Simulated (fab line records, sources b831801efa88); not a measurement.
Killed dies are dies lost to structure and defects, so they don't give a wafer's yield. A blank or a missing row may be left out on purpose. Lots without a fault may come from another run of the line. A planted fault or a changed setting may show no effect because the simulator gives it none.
Which tool did it? | flow gf180mcu | 12 lots, 36 wafers sampled, at 4 steps of a route of 602

WHAT THE GAUGES READ, wafer by wafer
GF_M2_CD_MEAS_14: target cd 280 nm. Usual: cd_nm 279.8 nm, standard deviation 1.1.
lot  | measured     | on        | cd_nm (nm)        | flag
L939 | day 18 21:53 | cd_sem-02 | 278.2 279.1 277.4 |
L941 | day 19 12:32 | cd_sem-01 | 280.1 279.5 279.4 |
L943 | day 20 17:58 | cd_sem-02 | 280.3 280.5 280.2 |
L942 | day 21 00:22 | cd_sem-01 | 280.3 280.0 279.9 |
L944 | day 21 14:26 | cd_sem-02 | 278.0 280.1 278.5 |
L945 | day 22 04:55 | cd_sem-01 | 280.6 281.3 280.8 |
L947 | day 22 15:14 | cd_sem-01 | 279.6 279.5 278.7 |
L948 | day 23 09:09 | cd_sem-01 | 279.8 280.9 280.5 |
L951 | day 23 22:17 | cd_sem-02 | 281.3 281.7 282.7 |
L954 | day 24 22:31 | cd_sem-01 | 278.7 278.5 277.1 |
L957 | day 25 15:50 | cd_sem-02 | 281.5 280.6 281.6 |
L958 | day 25 22:55 | cd_sem-01 | 278.3 276.6 277.1 |

GF_V2_CD_MEAS_14: target cd 260 nm. Usual: cd_nm 259.9 nm, standard deviation 1.1.
lot  | measured     | on        | cd_nm (nm)        | flag
L939 | day 19 23:58 | cd_sem-02 | 257.6 258.7 258.4 |
L941 | day 20 14:17 | cd_sem-01 | 259.5 259.3 260.5 |
L943 | day 21 19:34 | cd_sem-01 | 260.1 259.4 260.1 |
L942 | day 22 02:01 | cd_sem-01 | 259.1 259.2 260.3 |
L944 | day 22 16:19 | cd_sem-02 | 258.8 258.7 260.0 |
L945 | day 23 05:22 | cd_sem-02 | 258.6 258.4 258.8 |
L947 | day 23 15:13 | cd_sem-01 | 259.5 260.7 259.9 |
L948 | day 24 09:20 | cd_sem-01 | 262.7 261.5 260.2 |
L951 | day 24 21:57 | cd_sem-02 | 259.2 259.9 258.8 |
L954 | day 25 20:52 | cd_sem-01 | 259.1 258.8 259.9 |
L957 | day 26 14:06 | cd_sem-02 | 257.9 258.0 259.2 |
L958 | day 26 20:36 | cd_sem-02 | 259.5 260.6 259.8 |

WHICH TOOL RAN EACH LOT (tool, then ch and the chambers of the sampled wafers, then the start)
lot  | GF_V1_SPUTTER_22             | GF_V2_CMP_04
L939 | pvd_sputter-01, day 17 20:41 | cmp-01 ch 1,2,3, day 18 23:15
L941 | pvd_sputter-04, day 18 12:37 | cmp-02 ch 0,1,3, day 19 13:50
L943 | pvd_sputter-04, day 19 17:39 | cmp-02 ch 0,2,3, day 20 19:09
L942 | pvd_sputter-02, day 19 23:39 | cmp-01 ch 1,2, day 21 01:56
L944 | pvd_sputter-01, day 20 14:05 | cmp-01 ch 1,2,3, day 21 15:56
L945 | pvd_sputter-04, day 21 04:05 | cmp-02 ch 0,2,3, day 22 06:04
L947 | pvd_sputter-02, day 21 14:39 | cmp-02 ch 1,2,3, day 22 16:25
L948 | pvd_sputter-02, day 22 09:05 | cmp-01 ch 1,3, day 23 10:10
L951 | pvd_sputter-01, day 23 00:02 | cmp-02 ch 2,3, day 23 23:29
L954 | pvd_sputter-04, day 23 23:29 | cmp-02 ch 2,3, day 24 23:37
L957 | pvd_sputter-02, day 24 17:55 | cmp-01 ch 0,1,3, day 25 16:55
L958 | pvd_sputter-01, day 25 01:43 | cmp-01 ch 0,1,2, day 26 00:02
- GF_V1_SPUTTER_22: material TiN, target thk 10 nm, time 40 s.
- GF_V2_CMP_04: polishes SiO2.

WHAT THE TOOLS THEMSELVES READ (means of the sampled wafers that have a number; where no wafer has one, the mark that the record gives instead)
GF_V1_SPUTTER_22. Usual: cathode_dc_power_W 4000.0 W, standard deviation 0.83; throttle_valve_pct 30.1 %, standard deviation 1.
lot  | tool           | cathode_dc_power_W (W) | throttle_valve_pct (%) | flag
L939 | pvd_sputter-01 | 3999.8                 | 30.9                   |
L941 | pvd_sputter-04 | 3999.5                 | 29.6                   |
L943 | pvd_sputter-04 | 3999.6                 | 29.8                   |
L942 | pvd_sputter-02 | 4000.3                 | 30.0                   |
L944 | pvd_sputter-01 | 4000.8                 | 31.0                   |
L945 | pvd_sputter-04 | 4000.8                 | 29.2                   |
L947 | pvd_sputter-02 | 4000.1                 | 30.2                   |
L948 | pvd_sputter-02 | 4000.2                 | 29.9                   |
L951 | pvd_sputter-01 | 4000.5                 | 30.5                   |
L954 | pvd_sputter-04 | 4000.0                 | 29.3                   |
L957 | pvd_sputter-02 | 3999.0                 | 29.7                   |
L958 | pvd_sputter-01 | 3999.7                 | 30.7                   |

GF_V2_CMP_04. Usual: motor_current_A 12.5 A, standard deviation 1.3; time_to_endpoint_s 82 s, standard deviation 4.8.
lot  | tool   | motor_current_A (A) | time_to_endpoint_s (s) | flag
L939 | cmp-01 | 11.8                | 81                     |
L941 | cmp-02 | 12.8                | 86                     |
L943 | cmp-02 | 12.2                | 77                     |
L942 | cmp-01 | 11.8                | 87                     |
L944 | cmp-01 | 11.8                | 86                     |
L945 | cmp-02 | 12.0                | 82                     |
L947 | cmp-02 | 13.9                | 85                     |
L948 | cmp-01 | 11.7                | 83                     |
L951 | cmp-02 | 12.5                | 89                     |
L954 | cmp-02 | 12.5                | 93                     |
L957 | cmp-01 | 11.7                | 80                     |
L958 | cmp-01 | 11.8                | 81                     |

THE ANSWER, worked out from the rows above alone
Rule: a lot is off if the mean of its wafers that have a number lies more than 3 standard deviations from the usual mean. A lot without any number at a reading at which 4 lots or more have one is off too. The other lots that the step has rows for count as sound. The gauges are gone through in route order, then the tools' own readings, and for those a lot's mean is taken as printed above. The first step at which some lot is off is used, and at that step the reading that is off furthest; a lot without a number counts as furthest.
No lot is off at any reading shown: from this, nothing can be told.

WHAT THE SIMULATOR HAD PUT IN
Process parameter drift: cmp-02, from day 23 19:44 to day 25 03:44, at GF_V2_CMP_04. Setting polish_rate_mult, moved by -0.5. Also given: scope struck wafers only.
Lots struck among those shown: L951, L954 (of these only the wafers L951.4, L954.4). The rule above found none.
